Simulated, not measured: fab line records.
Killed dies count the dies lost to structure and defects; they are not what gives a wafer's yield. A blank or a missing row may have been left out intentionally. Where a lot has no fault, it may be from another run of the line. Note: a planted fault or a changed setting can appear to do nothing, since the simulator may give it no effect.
A lot that was struck, set against a sound lot + flow gf180mcu + 41 steps out of a route of 602
Sound: wafers L712.1, L712.2, L712.5. Struck: wafers L723.2, L723.6. (L723.3 of the same lot was not struck and is left out.) The cause comes at the end.
Per side, at each step with rows, come the tool, then ch with its chambers, and then its first start. Under that, the readings that differ: sound wafers + struck wafers + difference of the means + sigmas: that difference in standard deviations of wafers without a fault.
alike: same words and numbers on both sides, and readings whose means sit less than 2 such deviations apart. not compared: any withheld reading, any reading some wafer has no value for, any bound like >300 that may hide the same value, and any number with overlapping values for which the record gives no deviation.
A row with sigmas, a row that says differs or no value, or rows on one side alone: a step with any of these is where the two part. When numbers do not overlap yet have no deviation, they are printed without sigmas and do not part them. A reading missing from all wafers of one side parts the sides only when that side holds two or more wafers.

GF_V4_RS_MEAS_24: measurement is done with a four-point probe.
  sound on filmMetro-04, day 25 07:17; struck on filmMetro-01, day 28 09:17
  alike: V4_W_RS
GF_V4_THK_MEAS_25: measures by xrf.
  sound on filmMetro-04, day 25 07:24; struck on filmMetro-01, day 28 09:24
  alike: V4_W_THK
then, 5 steps without rows for these wafers: GF_V4_CMP_26 (polishes, stops on SiO2, t overpolish 15 s, target thk 0 nm); GF_MIM_SPUTTER_00 (material Ti, target thk 37.5 nm, time 150 s); GF_MIM_SPUTTER_01 (material TiN, target thk 30 nm, time 25 s); GF_MIM_SPUTTER_02 (material AlCu, target thk 450 nm, time 23.9 s); GF_MIM_SPUTTER_03 (material Ti, target thk 10 nm, time 6.7 s).
GF_MIM_SPUTTER_04: material TiN, target thk 50 nm, time 41.7 s.
  sound on pvdSputter-01, day 25 07:56; struck on pvdSputter-01, day 28 09:56
  alike: throttleValvePct
then, 1 step without rows for these wafers: GF_MIM_CVD_05 (deposits Si3N4, target thk 42 nm, time 29.086 s).
GF_MIM_THK_MEAS_06:
  sound on filmMetro-03, day 25 08:01; struck on filmMetro-03, day 28 10:01
  alike: MIM_CVD_05_THK
then, 2 steps without rows for these wafers: GF_MIM_SPUTTER_07 (material TiN, target thk 60 nm, time 50 s); GF_MIM_SPUTTER_08 (material AlCu, target thk 200 nm, time 10.6 s).
GF_MIM_SPUTTER_09: material TiN, target thk 35 nm, time 29.2 s.
  sound on pvdSputter-03, day 25 08:08; struck on pvdSputter-03, day 28 10:08
| reading                                | sound             | struck      | difference | sigmas |
|----------------------------------------|-------------------|-------------|------------|--------|
| model.TiN_of_MIM_SPUTTER_09.thkNm (nm) | 35.13 34.65 35.08 | 32.34 32.11 | -2.73      |        |
  alike: throttleValvePct
GF_MIM_RS_MEAS_10: measurement is done with a four-point probe.
  sound on filmMetro-01, day 25 08:11; struck on filmMetro-02, day 28 10:11
  alike: MIM_ALCU_RS
GF_MIM_THK_MEAS_11: measures by xrf.
  sound on filmMetro-01, day 25 08:18; struck on filmMetro-02, day 28 10:18
  alike: MIM_ALCU_THK
then, 7 steps without rows for these wafers: GF_MIM_DEHYDRATE_12 (time 60 s); GF_MIM_HMDS_13 (prime time 60 s); GF_MIM_COAT_14 (resist thk 1000 nm); GF_MIM_SOFTBAKE_15 (time 60 s); GF_MIM_EXPOSE_16 (exposes mask FuseTop, target cd 2000 nm); GF_MIM_PEB_17; GF_MIM_DEVELOP_18 (develop time 60 s).
GF_MIM_METAL_ETCH_19: etches the open film in Cl2/BCl3, stops on Si3N4, target depth 324.5 nm, time 54.1 s.
  sound on rieMetal-01 ch 1, day 26 05:39; struck on rieMetal-01 ch 0,1, day 29 05:27
  alike: drypumpMotorCurrentA, heBacksideLeakSccm, oesProductAu, throttleValvePct
  not compared: rfHoursCounterH
GF_MIM_STRIP_20: strips in O2/N2.
  sound on plasmaAsher-02 ch 0,1, day 26 05:47; struck on plasmaAsher-03 ch 0,1, day 29 05:31
  alike: drypumpMotorCurrentA, heaterPowerW, oesProductAu, stripTimeToEndpointS
  not compared: rfHoursCounterH
then, 9 steps without rows for these wafers: GF_MIM_STRIP_21 (strips in post etch residue remover, time 1200 s); GF_MIM_CLEAN_22 (cleans in DIW); GF_M5_DEHYDRATE_00 (time 60 s); GF_M5_HMDS_01 (prime time 60 s); GF_M5_COAT_02 (resist thk 1000 nm); GF_M5_SOFTBAKE_03 (time 60 s); GF_M5_EXPOSE_04 (exposes mask Metal5, target cd 280 nm); GF_M5_PEB_05 (peb time 90 s); GF_M5_DEVELOP_06 (develop time 60 s).
GF_M5_CD_MEAS_07 targets a cd of 280 nm.
  sound on cdSem-02, day 27 02:46; struck on cdSem-02, day 30 00:10
  alike: cdNm
GF_M5_OVL_MEAS_08:
  sound on overlay-01, day 27 02:53; struck on overlay-02, day 30 00:17
  alike: M5_OVL
GF_M5_ETCH_09: etches Si3N4 in CF4/O2, target depth 52 nm, time 11.6 s.
  sound on rieDiel-02 ch 1,3, day 27 02:55; struck on rieDiel-02 ch 1,3, day 30 00:19
  alike: cf4FlowSccm, drypumpMotorCurrentA, oesProductAu, throttleValvePct
  not compared: rfHoursCounterH
then, 1 step without rows for these wafers: GF_M5_METAL_ETCH_10 (etches the open film in Cl2/BCl3, stops on SiO2, target depth 627.5 nm, time 104.6 s).
GF_M5_STRIP_11: strips in O2/N2.
  sound on plasmaAsher-03 ch 0,1, day 27 03:04; struck on plasmaAsher-02 ch 0,1, day 30 00:26
  alike: drypumpMotorCurrentA, heaterPowerW, oesProductAu, stripTimeToEndpointS
  not compared: rfHoursCounterH
GF_M5_STRIP_12: strips in post etch residue remover, time 1200 s.
  sound on wetBench-02 ch 3, day 27 03:10; struck on wetBench-04 ch 1, day 30 00:32
| reading                                | sound             | struck      | difference | sigmas |
|----------------------------------------|-------------------|-------------|------------|--------|
| model.TiN_of_MIM_SPUTTER_09.thkNm (nm) | 34.29 33.81 34.25 | 31.51 31.27 | -2.73      |        |
  alike: bathGuardTempC, bathHeatDutyPct
then, 1 step without rows for these wafers: GF_M5_CLEAN_13 (cleans in DIW).
GF_PASSIVATION_PROBE_99:
  the record holds rows for the sound wafers here (prober-01, day 29 19:47) but none for the struck ones

== WHERE THEY PART ==
Only at GF_PASSIVATION_PROBE_99, as far as this record shows.

WHY: whatever the simulator had introduced
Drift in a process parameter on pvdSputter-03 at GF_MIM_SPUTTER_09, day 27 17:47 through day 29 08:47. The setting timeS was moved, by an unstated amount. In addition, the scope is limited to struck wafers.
